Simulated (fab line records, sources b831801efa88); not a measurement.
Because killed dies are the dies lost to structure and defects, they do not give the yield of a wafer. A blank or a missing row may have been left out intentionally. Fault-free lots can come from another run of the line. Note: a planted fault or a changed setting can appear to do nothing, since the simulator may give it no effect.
fab line records / flow sky130 / part 2 of 2: steps 30 to 41 of 41
record lots=5 wafers=15 lastDay=50
route steps=708 shown SONOS_ONO@180 GATE_OXIDE@187 POLY_GATE@204 RES_PROTECT@206
lots untouched by any fault: they come from a run of this same line in which no faults occurred
startH: start of the lot's first displayed wafer, in hours after the record's first day / waitH: how many hours have passed since the lot's step before this one / " repeats the value in the row above / L1.1+2: one row covering several wafers at once / - no value present, or no start provided / * or withheld: withheld / < > ~ a bound
route shown NAME@n: a module of which the file shows steps, and the number in the route of the first / usual: average and standard deviation across the fault-free wafers / same: alike in all rows / chamber/n: place in a boat / sites: the reading at each site / _std_site: their standard deviation / _edge_site: outer sites' mean less inner sites' / radiusMm: how far each site lies from the wafer's centre / mask NAME#n: copy n / behind: the most recent tool/chamber to have shaped the wafer / hold: what put the lot on hold/how long, in hours/how the hold closed / device: whichever transistor did not switch (one of n, p or np) / end of line: tests of these same wafers at the route's end / a step with no rows: only its recipe / killed: dies lost to structure and defects at the first sort, not the wafer's yield / map: a wafer's dies, marking killed ones x, the rest . and places with no die _
set.NAME: the setting the step ran with; set.NAME@STEP: the setting that earlier step ran with / model.NAME: the simulator's own value behind a step, which no gauge read
lots seen at some steps along the route; tables by step, rows by wafer
services: a tool's chamber out of use, with start hour (startH, from the record's first day; less than 0 if before it), hours out, and reason
## steps
# step SKY_RES_PROTECT_SOFTBAKE_03
# recipe tempC=90 timeS=60 resist=NOVOLAK
lot.wafer=L075.3+4+5 tool=lithoTrack-04 chamber=0 startH=333.86 waitH=0.1
lot.wafer=L084.1+5+6 tool=lithoTrack-01 chamber=0 startH=421.04 waitH=0.1
lot.wafer=L085.2+3+5 tool=lithoTrack-01 chamber=0 startH=427.47 waitH=0.1
lot.wafer=L091.1+4+6 tool=lithoTrack-04 chamber=0 startH=469.16 waitH=0.1
lot.wafer=L095.1+2+3 tool=lithoTrack-03 chamber=0 startH=504.00 waitH=0.1
# step SKY_RES_PROTECT_EXPOSE_04
# recipe maskId=RPM na=0.6 sourceShape=conventional sigmaOuter=0.6 polarization=unpolarized targetCdNm=1270 doseMj=131
lot.wafer=L075.3+4+5 tool=ilineStepper-01 chamber=0 startH=- waitH=- mask=RPM#0
lot.wafer=L084.1+5+6 tool=ilineStepper-01 chamber=0 startH=- waitH=- mask=RPM#0
lot.wafer=L085.2+3+5 tool=ilineStepper-01 chamber=0 startH=- waitH=- mask=RPM#0
lot.wafer=L091.1+4+6 tool=ilineStepper-02 chamber=0 startH=- waitH=- mask=RPM#0
lot.wafer=L095.1+2+3 tool=ilineStepper-02 chamber=0 startH=- waitH=- mask=RPM#0
# step SKY_RES_PROTECT_PEB_05
# recipe tempC=withheld timeS=* resist=NOVOLAK
lot.wafer=L075.3+4+5 tool=lithoTrack-01 chamber=0 startH=- waitH=-
lot.wafer=L084.1+5+6 tool=lithoTrack-04 chamber=0 startH=- waitH=-
lot.wafer=L085.2+3+5 tool=lithoTrack-03 chamber=0 startH=- waitH=-
lot.wafer=L091.1+4+6 tool=lithoTrack-04 chamber=0 startH=- waitH=-
lot.wafer=L095.1+2+3 tool=lithoTrack-04 chamber=0 startH=- waitH=-
# step SKY_RES_PROTECT_DEVELOP_06
# recipe resist=NOVOLAK developer=TMAH developTimeS=60 devTempC=23
lot.wafer=L075.3+4+5 tool=lithoTrack-01 chamber=0 startH=346.89 waitH=0.1
lot.wafer=L084.1+5+6 tool=lithoTrack-04 chamber=0 startH=436.36 waitH=0.1
lot.wafer=L085.2+3+5 tool=lithoTrack-03 chamber=0 startH=441.78 waitH=0.1
lot.wafer=L091.1+4+6 tool=lithoTrack-04 chamber=0 startH=484.21 waitH=0.1
lot.wafer=L095.1+2+3 tool=lithoTrack-04 chamber=0 startH=518.71 waitH=0.1
# step SKY_POLY_GATE_IMPLANT_02
# recipe species=P energyKev=30 doseCm2=7.7e+15 tiltDeg=0
# usual endStationPressureTorr=1.01e-05/5.7e-07
lot.wafer=L075.3 tool=implanter-02 chamber=0 startH=347.04 waitH=0.1 endStationPressureTorr=1e-05
lot.wafer=L075.4 tool=implanter-02 chamber=0 startH=347.04 waitH=0.1 endStationPressureTorr=9.5e-06
lot.wafer=L075.5 tool=implanter-02 chamber=0 startH=347.04 waitH=0.1 endStationPressureTorr=9.7e-06
lot.wafer=L084.1 tool=implanter-04 chamber=0 startH=436.51 waitH=0.1 endStationPressureTorr=9.8e-06
lot.wafer=L084.5 tool=implanter-04 chamber=0 startH=436.51 waitH=0.1 endStationPressureTorr=1e-05
lot.wafer=L084.6 tool=implanter-04 chamber=0 startH=436.51 waitH=0.1 endStationPressureTorr=1.01e-05
lot.wafer=L085.2 tool=implanter-03 chamber=0 startH=441.93 waitH=0.1 endStationPressureTorr=1.02e-05
lot.wafer=L085.3 tool=implanter-03 chamber=0 startH=441.93 waitH=0.1 endStationPressureTorr=9.8e-06
lot.wafer=L085.5 tool=implanter-03 chamber=0 startH=441.93 waitH=0.1 endStationPressureTorr=1.1e-05
lot.wafer=L091.1 tool=implanter-04 chamber=0 startH=484.36 waitH=0.1 endStationPressureTorr=9.1e-06
lot.wafer=L091.4 tool=implanter-04 chamber=0 startH=484.36 waitH=0.1 endStationPressureTorr=9.6e-06
lot.wafer=L091.6 tool=implanter-04 chamber=0 startH=484.36 waitH=0.1 endStationPressureTorr=9.7e-06
lot.wafer=L095.1 tool=implanter-02 chamber=0 startH=518.86 waitH=0.1 endStationPressureTorr=1e-05
lot.wafer=L095.2 tool=implanter-02 chamber=0 startH=518.86 waitH=0.1 endStationPressureTorr=9.7e-06
lot.wafer=L095.3 tool=implanter-02 chamber=0 startH=518.86 waitH=0.1 endStationPressureTorr=9.1e-06
# step SKY_RES_PROTECT_STRIP_07
# recipe chemistry=O2/N2 powerW=1400 pressureMtorr=1500 platenTempC=withheld o2FlowSccm=3000 n2FlowSccm=300 overashFraction=0.5
# usual drypumpMotorCurrentA=5.5/0.6 oesProductAu=0.518/0.0044 stripTimeToEndpointS=23.31/0.038
# same overashFraction=0.5
lot.wafer=L075.3 tool=plasmaAsher-02 chamber=1 startH=347.18 waitH=0.1 drypumpMotorCurrentA=5.7 oesProductAu=0.516 rfHoursCounterH=- stripTimeToEndpointS=23.33
lot.wafer=L075.4 tool=plasmaAsher-02 chamber=0 startH=347.18 waitH=0.1 drypumpMotorCurrentA=6.5 oesProductAu=0.516 rfHoursCounterH=- stripTimeToEndpointS=23.33
lot.wafer=L075.5 tool=plasmaAsher-02 chamber=1 startH=347.18 waitH=0.1 drypumpMotorCurrentA=5.8 oesProductAu=0.518 rfHoursCounterH=- stripTimeToEndpointS=23.30
lot.wafer=L084.1 tool=plasmaAsher-01 chamber=1 startH=436.66 waitH=0.1 drypumpMotorCurrentA=4.8 oesProductAu=0.516 rfHoursCounterH=32 stripTimeToEndpointS=23.34
lot.wafer=L084.5 tool=plasmaAsher-01 chamber=0 startH=436.66 waitH=0.1 drypumpMotorCurrentA=5.0 oesProductAu=0.522 rfHoursCounterH=- stripTimeToEndpointS=23.40
lot.wafer=L084.6 tool=plasmaAsher-01 chamber=1 startH=436.66 waitH=0.1 drypumpMotorCurrentA=4.8 oesProductAu=0.517 rfHoursCounterH=- stripTimeToEndpointS=23.33
lot.wafer=L085.2 tool=plasmaAsher-02 chamber=1 startH=442.05 waitH=0.1 drypumpMotorCurrentA=5.8 oesProductAu=0.518 rfHoursCounterH=1 stripTimeToEndpointS=23.29
lot.wafer=L085.3 tool=plasmaAsher-02 chamber=1 startH=442.05 waitH=0.1 drypumpMotorCurrentA=5.8 oesProductAu=0.520 rfHoursCounterH=- stripTimeToEndpointS=23.25
lot.wafer=L085.5 tool=plasmaAsher-02 chamber=0 startH=442.05 waitH=0.1 drypumpMotorCurrentA=6.5 oesProductAu=0.513 rfHoursCounterH=- stripTimeToEndpointS=23.28
lot.wafer=L091.1 tool=plasmaAsher-02 chamber=0 startH=484.51 waitH=0.1 drypumpMotorCurrentA=6.6 oesProductAu=0.519 rfHoursCounterH=4 stripTimeToEndpointS=23.33
lot.wafer=L091.4 tool=plasmaAsher-02 chamber=0 startH=484.51 waitH=0.1 drypumpMotorCurrentA=6.5 oesProductAu=0.514 rfHoursCounterH=- stripTimeToEndpointS=23.35
lot.wafer=L091.6 tool=plasmaAsher-02 chamber=0 startH=484.51 waitH=0.1 drypumpMotorCurrentA=6.6 oesProductAu=0.515 rfHoursCounterH=- stripTimeToEndpointS=23.30
lot.wafer=L095.1 tool=plasmaAsher-01 chamber=1 startH=519.01 waitH=0.1 drypumpMotorCurrentA=4.8 oesProductAu=0.522 rfHoursCounterH=40 stripTimeToEndpointS=23.31
lot.wafer=L095.2 tool=plasmaAsher-01 chamber=0 startH=519.01 waitH=0.1 drypumpMotorCurrentA=5.0 oesProductAu=0.512 rfHoursCounterH=40 stripTimeToEndpointS=23.32
lot.wafer=L095.3 tool=plasmaAsher-01 chamber=1 startH=519.01 waitH=0.1 drypumpMotorCurrentA=4.8 oesProductAu=0.521 rfHoursCounterH=- stripTimeToEndpointS=23.24
# step SKY_RES_PROTECT_TW_MEAS_08
# usual POLY_GATE_TW=4027/45
lot.wafer=L075.3 tool=filmMetro-01 chamber=- startH=347.26 waitH=0.1 POLY_GATE_TW=4082
lot.wafer=L075.4 tool=filmMetro-01 chamber=- startH=347.26 waitH=0.1 POLY_GATE_TW=4070
lot.wafer=L075.5 tool=filmMetro-01 chamber=- startH=347.26 waitH=0.1 POLY_GATE_TW=4081
lot.wafer=L084.1 tool=filmMetro-04 chamber=- startH=436.76 waitH=0.1 POLY_GATE_TW=3996
lot.wafer=L084.5 tool=filmMetro-04 chamber=- startH=436.76 waitH=0.1 POLY_GATE_TW=4014
lot.wafer=L084.6 tool=filmMetro-04 chamber=- startH=436.76 waitH=0.1 POLY_GATE_TW=4006
lot.wafer=L085.2 tool=filmMetro-04 chamber=- startH=442.16 waitH=0.1 POLY_GATE_TW=4003
lot.wafer=L085.3 tool=filmMetro-04 chamber=- startH=442.16 waitH=0.1 POLY_GATE_TW=4014
lot.wafer=L085.5 tool=filmMetro-04 chamber=- startH=442.16 waitH=0.1 POLY_GATE_TW=4009
lot.wafer=L091.1 tool=filmMetro-04 chamber=- startH=484.61 waitH=0.1 POLY_GATE_TW=3994
lot.wafer=L091.4 tool=filmMetro-04 chamber=- startH=484.61 waitH=0.1 POLY_GATE_TW=3987
lot.wafer=L091.6 tool=filmMetro-04 chamber=- startH=484.61 waitH=0.1 POLY_GATE_TW=3995
lot.wafer=L095.1 tool=filmMetro-02 chamber=- startH=519.11 waitH=0.1 POLY_GATE_TW=4010
lot.wafer=L095.2 tool=filmMetro-02 chamber=- startH=519.11 waitH=0.1 POLY_GATE_TW=3995
lot.wafer=L095.3 tool=filmMetro-02 chamber=- startH=519.11 waitH=0.1 POLY_GATE_TW=4002
# step SKY_RES_PROTECT_CLEAN_09
# recipe chemistry=SC1/SC2 mix=1:4:20 tempC=70 timeS=150 dry=n2Spin
# usual bathGuardTempC=70.1/0.55
lot.wafer=L075.3 tool=wetBench-03 chamber=3 startH=347.30 waitH=0.0 bathGuardTempC=68.8
lot.wafer=L075.4 tool=wetBench-03 chamber=3 startH=347.30 waitH=0.0 bathGuardTempC=68.9
lot.wafer=L075.5 tool=wetBench-03 chamber=3 startH=347.30 waitH=0.0 bathGuardTempC=68.7
lot.wafer=L084.1 tool=wetBench-03 chamber=0 startH=436.82 waitH=0.1 bathGuardTempC=70.2
lot.wafer=L084.5 tool=wetBench-03 chamber=0 startH=436.82 waitH=0.1 bathGuardTempC=70.8
lot.wafer=L084.6 tool=wetBench-03 chamber=0 startH=436.82 waitH=0.1 bathGuardTempC=70.9
lot.wafer=L085.2 tool=wetBench-04 chamber=1 startH=442.21 waitH=0.0 bathGuardTempC=69.9
lot.wafer=L085.3 tool=wetBench-04 chamber=1 startH=442.21 waitH=0.0 bathGuardTempC=69.9
lot.wafer=L085.5 tool=wetBench-04 chamber=1 startH=442.21 waitH=0.0 bathGuardTempC=69.8
lot.wafer=L091.1 tool=wetBench-03 chamber=0 startH=484.67 waitH=0.1 bathGuardTempC=71.1
lot.wafer=L091.4 tool=wetBench-03 chamber=0 startH=484.67 waitH=0.1 bathGuardTempC=71.2
lot.wafer=L091.6 tool=wetBench-03 chamber=0 startH=484.67 waitH=0.1 bathGuardTempC=70.4
lot.wafer=L095.1 tool=wetBench-01 chamber=2 startH=519.17 waitH=0.1 bathGuardTempC=69.5
lot.wafer=L095.2 tool=wetBench-01 chamber=2 startH=519.17 waitH=0.1 bathGuardTempC=69.4
lot.wafer=L095.3 tool=wetBench-01 chamber=2 startH=519.17 waitH=0.1 bathGuardTempC=69.3
# step SKY_POLY_GATE_CVD_03
# recipe material=Si3N4 precursor=DCS/NH3 targetThkNm=75 tempC=770 timeS=1290 pressureMtorr=250
# usual spikeTcUpperC=768.7/1.1
lot.wafer=L075.3 tool=lpcvd-02 chamber=0 startH=347.72 waitH=0.4 spikeTcUpperC=770.6
lot.wafer=L075.4 tool=lpcvd-02 chamber=0 startH=347.72 waitH=0.4 spikeTcUpperC=769.0
lot.wafer=L075.5 tool=lpcvd-02 chamber=0 startH=347.72 waitH=0.4 spikeTcUpperC=769.3
lot.wafer=L084.1 tool=lpcvd-02 chamber=1 startH=437.50 waitH=0.6 spikeTcUpperC=768.6
lot.wafer=L084.5 tool=lpcvd-02 chamber=1 startH=437.50 waitH=0.6 spikeTcUpperC=769.0
lot.wafer=L084.6 tool=lpcvd-02 chamber=1 startH=437.50 waitH=0.6 spikeTcUpperC=767.8
lot.wafer=L085.2 tool=lpcvd-02 chamber=1 startH=442.31 waitH=0.0 spikeTcUpperC=768.2
lot.wafer=L085.3 tool=lpcvd-02 chamber=1 startH=442.31 waitH=0.0 spikeTcUpperC=766.9
lot.wafer=L085.5 tool=lpcvd-02 chamber=1 startH=442.31 waitH=0.0 spikeTcUpperC=767.3
lot.wafer=L091.1 tool=lpcvd-02 chamber=1 startH=484.72 waitH=0.0 spikeTcUpperC=768.2
lot.wafer=L091.4 tool=lpcvd-02 chamber=1 startH=484.72 waitH=0.0 spikeTcUpperC=768.4
lot.wafer=L091.6 tool=lpcvd-02 chamber=1 startH=484.72 waitH=0.0 spikeTcUpperC=767.9
lot.wafer=L095.1 tool=lpcvd-02 chamber=0 startH=519.87 waitH=0.7 spikeTcUpperC=771.5
lot.wafer=L095.2 tool=lpcvd-02 chamber=0 startH=519.87 waitH=0.7 spikeTcUpperC=769.4
lot.wafer=L095.3 tool=lpcvd-02 chamber=0 startH=519.87 waitH=0.7 spikeTcUpperC=770.3
# step SKY_POLY_GATE_THK_MEAS_04
# recipe reads=Si3N4_of_POLY_GATE_CVD_03
# usual POLY_GATE_CVD_03_THK=74.9/0.82
lot.wafer=L075.3 tool=filmMetro-04 chamber=- startH=349.10 waitH=0.0 POLY_GATE_CVD_03_THK[nm]=74.8
lot.wafer=L075.4 tool=filmMetro-04 chamber=- startH=349.10 waitH=0.0 POLY_GATE_CVD_03_THK[nm]=74.2
lot.wafer=L075.5 tool=filmMetro-04 chamber=- startH=349.10 waitH=0.0 POLY_GATE_CVD_03_THK[nm]=75.0
lot.wafer=L084.1 tool=filmMetro-02 chamber=- startH=438.86 waitH=0.0 POLY_GATE_CVD_03_THK[nm]=73.2
lot.wafer=L084.5 tool=filmMetro-02 chamber=- startH=438.86 waitH=0.0 POLY_GATE_CVD_03_THK[nm]=73.3
lot.wafer=L084.6 tool=filmMetro-02 chamber=- startH=438.86 waitH=0.0 POLY_GATE_CVD_03_THK[nm]=72.8
lot.wafer=L085.2 tool=filmMetro-03 chamber=- startH=443.68 waitH=0.0 POLY_GATE_CVD_03_THK[nm]=73.5
lot.wafer=L085.3 tool=filmMetro-03 chamber=- startH=443.68 waitH=0.0 POLY_GATE_CVD_03_THK[nm]=73.8
lot.wafer=L085.5 tool=filmMetro-03 chamber=- startH=443.68 waitH=0.0 POLY_GATE_CVD_03_THK[nm]=73.4
lot.wafer=L091.1 tool=filmMetro-04 chamber=- startH=486.08 waitH=0.0 POLY_GATE_CVD_03_THK[nm]=75.2
lot.wafer=L091.4 tool=filmMetro-04 chamber=- startH=486.08 waitH=0.0 POLY_GATE_CVD_03_THK[nm]=75.2
lot.wafer=L091.6 tool=filmMetro-04 chamber=- startH=486.08 waitH=0.0 POLY_GATE_CVD_03_THK[nm]=75.3
lot.wafer=L095.1 tool=filmMetro-04 chamber=- startH=521.23 waitH=0.0 POLY_GATE_CVD_03_THK[nm]=75.6
lot.wafer=L095.2 tool=filmMetro-04 chamber=- startH=521.23 waitH=0.0 POLY_GATE_CVD_03_THK[nm]=75.5
lot.wafer=L095.3 tool=filmMetro-04 chamber=- startH=521.23 waitH=0.0 POLY_GATE_CVD_03_THK[nm]=75.3
# step SKY_POLY_GATE_DEHYDRATE_05
# recipe tempC=200 timeS=60
lot.wafer=L075.3+4+5 tool=lithoTrack-04 chamber=0 startH=361.86 waitH=12.8
lot.wafer=L084.1+5+6 tool=lithoTrack-01 chamber=0 startH=453.39 waitH=14.5
lot.wafer=L085.2+3+5 tool=lithoTrack-02 chamber=0 startH=458.85 waitH=15.2
lot.wafer=L091.1+4+6 tool=lithoTrack-04 chamber=0 startH=500.86 waitH=14.8
lot.wafer=L095.1+2+3 tool=lithoTrack-01 chamber=0 startH=535.69 waitH=14.5
# step SKY_POLY_GATE_HMDS_06
# recipe primeTimeS=60 primeTempC=120
lot.wafer=L075.3+4+5 tool=lithoTrack-04 chamber=0 startH=362.01 waitH=0.1
lot.wafer=L084.1+5+6 tool=lithoTrack-01 chamber=0 startH=453.54 waitH=0.1
lot.wafer=L085.2+3+5 tool=lithoTrack-02 chamber=0 startH=459.00 waitH=0.1
lot.wafer=L091.1+4+6 tool=lithoTrack-04 chamber=0 startH=501.01 waitH=0.1
lot.wafer=L095.1+2+3 tool=lithoTrack-01 chamber=0 startH=535.84 waitH=0.1
## services
tool=implanter-02 chamber=- startH=267.09 hours=1.9 kind=repair
tool=ilineStepper-01 chamber=- startH=303.13 hours=1.7 kind=pm
tool=lpcvd-02 chamber=- startH=305.05 hours=2.1 kind=repair
tool=lpcvd-01 chamber=- startH=317.37 hours=0.8 kind=repair
tool=plasmaAsher-04 chamber=- startH=325.94 hours=1.6 kind=repair
tool=implanter-02 chamber=- startH=326.82 hours=6.9 kind=repair
tool=rieDiel-04 chamber=2 startH=328.59 hours=4.2 kind=repair
tool=lpcvd-01 chamber=- startH=346.46 hours=4.3 kind=pm
tool=plasmaAsher-01 chamber=- startH=355.95 hours=0.8 kind=repair
tool=implanter-02 chamber=- startH=366.02 hours=3.2 kind=repair
tool=furnace-02 chamber=- startH=382.81 hours=4.5 kind=pm
tool=furnace-02 chamber=- startH=391.72 hours=3.7 kind=pm
tool=wetBench-03 chamber=- startH=410.13 hours=1.9 kind=pm
tool=plasmaAsher-02 chamber=- startH=421.25 hours=9.0 kind=pm
tool=lpcvd-01 chamber=- startH=422.51 hours=6.0 kind=pm
tool=furnace-02 chamber=- startH=424.84 hours=2.3 kind=pm
tool=plasmaAsher-02 chamber=- startH=426.04 hours=0.7 kind=repair
tool=plasmaAsher-01 chamber=- startH=442.52 hours=1.5 kind=repair
tool=ilineStepper-01 chamber=- startH=447.12 hours=3.7 kind=repair
tool=lpcvd-02 chamber=- startH=457.42 hours=2.8 kind=pm
tool=lpcvd-01 chamber=- startH=480.84 hours=2.4 kind=repair
tool=lpcvd-01 chamber=- startH=494.66 hours=14.6 kind=pm
tool=plasmaAsher-04 chamber=- startH=510.76 hours=3.4 kind=repair
tool=ilineStepper-01 chamber=- startH=521.31 hours=1.7 kind=pm
